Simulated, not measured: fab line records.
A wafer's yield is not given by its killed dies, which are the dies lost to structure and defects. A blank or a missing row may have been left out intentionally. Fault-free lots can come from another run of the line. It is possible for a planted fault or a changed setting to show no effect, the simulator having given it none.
Which tool was responsible? || flow sky130 || Sampling: 15 lots, 45 wafers, 2 of 708 route steps

WHAT THE GAUGES SHOWED, per wafer
Not one reading of a measure or inspect step in the record can be checked against a usual standard deviation.

TOOL THAT RAN EACH LOT (tool first, then ch and the chambers of the sampled wafers, then the start)
{"lot": "L247", "SKY_SONOS_ONO_STRIP_17": "plasma asher-01 ch 0,1, day 12 18:29", "SKY_PAD_OPEN_PROBE_99": "-"}
{"lot": "L250", "SKY_SONOS_ONO_STRIP_17": "plasma asher-01 ch 0,1, day 14 00:35", "SKY_PAD_OPEN_PROBE_99": "-"}
{"lot": "L252", "SKY_SONOS_ONO_STRIP_17": "plasma asher-01 ch 0,1, day 14 15:58", "SKY_PAD_OPEN_PROBE_99": "-"}
{"lot": "L254", "SKY_SONOS_ONO_STRIP_17": "plasma asher-01 ch 0,1, day 15 03:41", "SKY_PAD_OPEN_PROBE_99": "prober-01, day 47 12:46"}
{"lot": "L256", "SKY_SONOS_ONO_STRIP_17": "plasma asher-03 ch 0,1, day 15 17:31", "SKY_PAD_OPEN_PROBE_99": "prober-02, day 48 06:16"}
{"lot": "L257", "SKY_SONOS_ONO_STRIP_17": "plasma asher-03 ch 0,1, day 16 02:01", "SKY_PAD_OPEN_PROBE_99": "prober-01, day 48 13:46"}
{"lot": "L258", "SKY_SONOS_ONO_STRIP_17": "plasma asher-01 ch 0,1, day 16 10:26", "SKY_PAD_OPEN_PROBE_99": "-"}
{"lot": "L259", "SKY_SONOS_ONO_STRIP_17": "plasma asher-01 ch 0, day 16 18:55", "SKY_PAD_OPEN_PROBE_99": "prober-02, day 49 12:13"}
{"lot": "L260", "SKY_SONOS_ONO_STRIP_17": "plasma asher-03 ch 0,1, day 16 23:17", "SKY_PAD_OPEN_PROBE_99": "prober-02, day 49 16:22"}
{"lot": "L261", "SKY_SONOS_ONO_STRIP_17": "plasma asher-03 ch 0,1, day 17 16:49", "SKY_PAD_OPEN_PROBE_99": "prober-01, day 49 14:04"}
{"lot": "L266", "SKY_SONOS_ONO_STRIP_17": "plasma asher-01 ch 0,1, day 19 07:40", "SKY_PAD_OPEN_PROBE_99": "prober-01, day 50 06:46"}
{"lot": "L267", "SKY_SONOS_ONO_STRIP_17": "plasma asher-03 ch 0,1, day 20 00:19", "SKY_PAD_OPEN_PROBE_99": "-"}
{"lot": "L268", "SKY_SONOS_ONO_STRIP_17": "plasma asher-04 ch 0,1, day 20 00:23", "SKY_PAD_OPEN_PROBE_99": "-"}
{"lot": "L269", "SKY_SONOS_ONO_STRIP_17": "plasma asher-03 ch 0,1, day 20 06:03", "SKY_PAD_OPEN_PROBE_99": "-"}
{"lot": "L270", "SKY_SONOS_ONO_STRIP_17": "plasma asher-03 ch 0,1, day 20 11:41", "SKY_PAD_OPEN_PROBE_99": "-"}
- SKY_SONOS_ONO_STRIP_17: strips in O2/N2.
- SKY_PAD_OPEN_PROBE_99

WHAT THE TOOLS THEMSELVES READ (means of the sampled wafers that have a number; where no wafer has one, the mark that the record gives instead)
SKY_SONOS_ONO_STRIP_17. Usual: chamber pressure mTorr 1500.1 mTorr, standard deviation 1.3; drypump motor current A 5.6 A, standard deviation 0.45; oes product au 0.710 a.u., standard deviation 0.0043; strip time to endpoint s 14.10 s, standard deviation 0.035.
{"lot": "L247", "tool": "plasma asher-01", "chamber pressure mTorr (mTorr)": 1500.2, "drypump motor current A (A)": 6.0, "oes product au (a.u.)": 0.708, "strip time to endpoint s (s)": 14.08, "flag": ""}
{"lot": "L250", "tool": "plasma asher-01", "chamber pressure mTorr (mTorr)": 1500.4, "drypump motor current A (A)": 5.9, "oes product au (a.u.)": 0.705, "strip time to endpoint s (s)": 14.08, "flag": ""}
{"lot": "L252", "tool": "plasma asher-01", "chamber pressure mTorr (mTorr)": 1500.4, "drypump motor current A (A)": 6.0, "oes product au (a.u.)": 0.710, "strip time to endpoint s (s)": 14.11, "flag": ""}
{"lot": "L254", "tool": "plasma asher-01", "chamber pressure mTorr (mTorr)": 1500.5, "drypump motor current A (A)": 6.0, "oes product au (a.u.)": 0.712, "strip time to endpoint s (s)": 14.10, "flag": ""}
{"lot": "L256", "tool": "plasma asher-03", "chamber pressure mTorr (mTorr)": 1500.2, "drypump motor current A (A)": 5.0, "oes product au (a.u.)": 0.713, "strip time to endpoint s (s)": 14.09, "flag": ""}
{"lot": "L257", "tool": "plasma asher-03", "chamber pressure mTorr (mTorr)": 1500.2, "drypump motor current A (A)": 5.0, "oes product au (a.u.)": 0.713, "strip time to endpoint s (s)": 14.15, "flag": ""}
{"lot": "L258", "tool": "plasma asher-01", "chamber pressure mTorr (mTorr)": 1501.1, "drypump motor current A (A)": 6.0, "oes product au (a.u.)": 0.710, "strip time to endpoint s (s)": 14.09, "flag": ""}
{"lot": "L259", "tool": "plasma asher-01", "chamber pressure mTorr (mTorr)": "-", "drypump motor current A (A)": "-", "oes product au (a.u.)": "-", "strip time to endpoint s (s)": "-", "flag": "OFF"}
{"lot": "L260", "tool": "plasma asher-03", "chamber pressure mTorr (mTorr)": "-", "drypump motor current A (A)": "-", "oes product au (a.u.)": "-", "strip time to endpoint s (s)": "-", "flag": "OFF"}
{"lot": "L261", "tool": "plasma asher-03", "chamber pressure mTorr (mTorr)": "-", "drypump motor current A (A)": "-", "oes product au (a.u.)": "-", "strip time to endpoint s (s)": "-", "flag": "OFF"}
{"lot": "L266", "tool": "plasma asher-01", "chamber pressure mTorr (mTorr)": 1499.3, "drypump motor current A (A)": 6.0, "oes product au (a.u.)": 0.709, "strip time to endpoint s (s)": 14.11, "flag": ""}
{"lot": "L267", "tool": "plasma asher-03", "chamber pressure mTorr (mTorr)": 1500.2, "drypump motor current A (A)": 5.0, "oes product au (a.u.)": 0.710, "strip time to endpoint s (s)": 14.14, "flag": ""}
{"lot": "L268", "tool": "plasma asher-04", "chamber pressure mTorr (mTorr)": 1500.7, "drypump motor current A (A)": 5.6, "oes product au (a.u.)": 0.711, "strip time to endpoint s (s)": 14.18, "flag": ""}
{"lot": "L269", "tool": "plasma asher-03", "chamber pressure mTorr (mTorr)": 1500.8, "drypump motor current A (A)": 5.0, "oes product au (a.u.)": 0.709, "strip time to endpoint s (s)": 14.07, "flag": ""}
{"lot": "L270", "tool": "plasma asher-03", "chamber pressure mTorr (mTorr)": 1500.1, "drypump motor current A (A)": 5.1, "oes product au (a.u.)": 0.713, "strip time to endpoint s (s)": 14.08, "flag": ""}

SKY_PAD_OPEN_PROBE_99. Usual: killed_at_M0_to_M3 43, standard deviation 7.3; killed_at_M4_up 3.6, standard deviation 1.9; killed at contacts 23, standard deviation 5.3; killed at front end 15, standard deviation 4.5; killed at other 0.3, standard deviation 0.72; killed dies 85, standard deviation 9.4; killed on rim 17, standard deviation 4.2; killed open 46, standard deviation 6.7; killed short 38, standard deviation 6.8.
{"lot": "L254", "tool": "prober-01", "killed_at_M0_to_M3": 43, "killed_at_M4_up": 4.3, "killed at contacts": 24, "killed at front end": 14, "killed at other": 0.7, "killed dies": 86, "killed on rim": 17, "killed open": 42, "killed short": 44, "flag": ""}
{"lot": "L256", "tool": "prober-02", "killed_at_M0_to_M3": 39, "killed_at_M4_up": 4.3, "killed at contacts": 23, "killed at front end": 15, "killed at other": 0.7, "killed dies": 82, "killed on rim": 16, "killed open": 48, "killed short": 34, "flag": ""}
{"lot": "L257", "tool": "prober-01", "killed_at_M0_to_M3": 44, "killed_at_M4_up": 5.0, "killed at contacts": 19, "killed at front end": 11, "killed at other": 0.0, "killed dies": 80, "killed on rim": 15, "killed open": 43, "killed short": 37, "flag": ""}
{"lot": "L259", "tool": "prober-02", "killed_at_M0_to_M3": 33, "killed_at_M4_up": 4.0, "killed at contacts": 25, "killed at front end": 431, "killed at other": 0.0, "killed dies": 492, "killed on rim": 96, "killed open": 43, "killed short": 34, "flag": "OFF"}
{"lot": "L260", "tool": "prober-02", "killed_at_M0_to_M3": 43, "killed_at_M4_up": 3.0, "killed at contacts": 17, "killed at front end": 429, "killed at other": 0.7, "killed dies": 492, "killed on rim": 96, "killed open": 46, "killed short": 37, "flag": "OFF"}
{"lot": "L261", "tool": "prober-01", "killed_at_M0_to_M3": 47, "killed_at_M4_up": 2.7, "killed at contacts": 23, "killed at front end": 419, "killed at other": 0.0, "killed dies": 492, "killed on rim": 96, "killed open": 42, "killed short": 40, "flag": "OFF"}
{"lot": "L266", "tool": "prober-01", "killed_at_M0_to_M3": 43, "killed_at_M4_up": 3.3, "killed at contacts": 19, "killed at front end": 18, "killed at other": 0.3, "killed dies": 83, "killed on rim": 18, "killed open": 41, "killed short": 43, "flag": ""}

THE ANSWER, worked out from the rows above alone
Rule: lot off if the mean of its wafers having a number is beyond 3 standard deviations from the usual mean. A lot without any number at a reading at which 4 lots or more have one is off too. The other lots that the step has rows for count as sound. After the gauges, taken in route order, come the tools' own readings; for these a lot's mean is taken, as printed above. At the first step where some lot is off, the reading lying furthest off is the one used; lots without a number count as furthest.
Off at SKY_SONOS_ONO_STRIP_17 (chamber pressure mTorr): L259, L260, L261. Without a number there: L259, L260, L261.
If a tool, at that step or one of the process steps before it, ran each lot that is off and ran no sound lot following the first of them, it fits. None of those tried fits.

WHAT THE SIMULATOR HAD PUT IN
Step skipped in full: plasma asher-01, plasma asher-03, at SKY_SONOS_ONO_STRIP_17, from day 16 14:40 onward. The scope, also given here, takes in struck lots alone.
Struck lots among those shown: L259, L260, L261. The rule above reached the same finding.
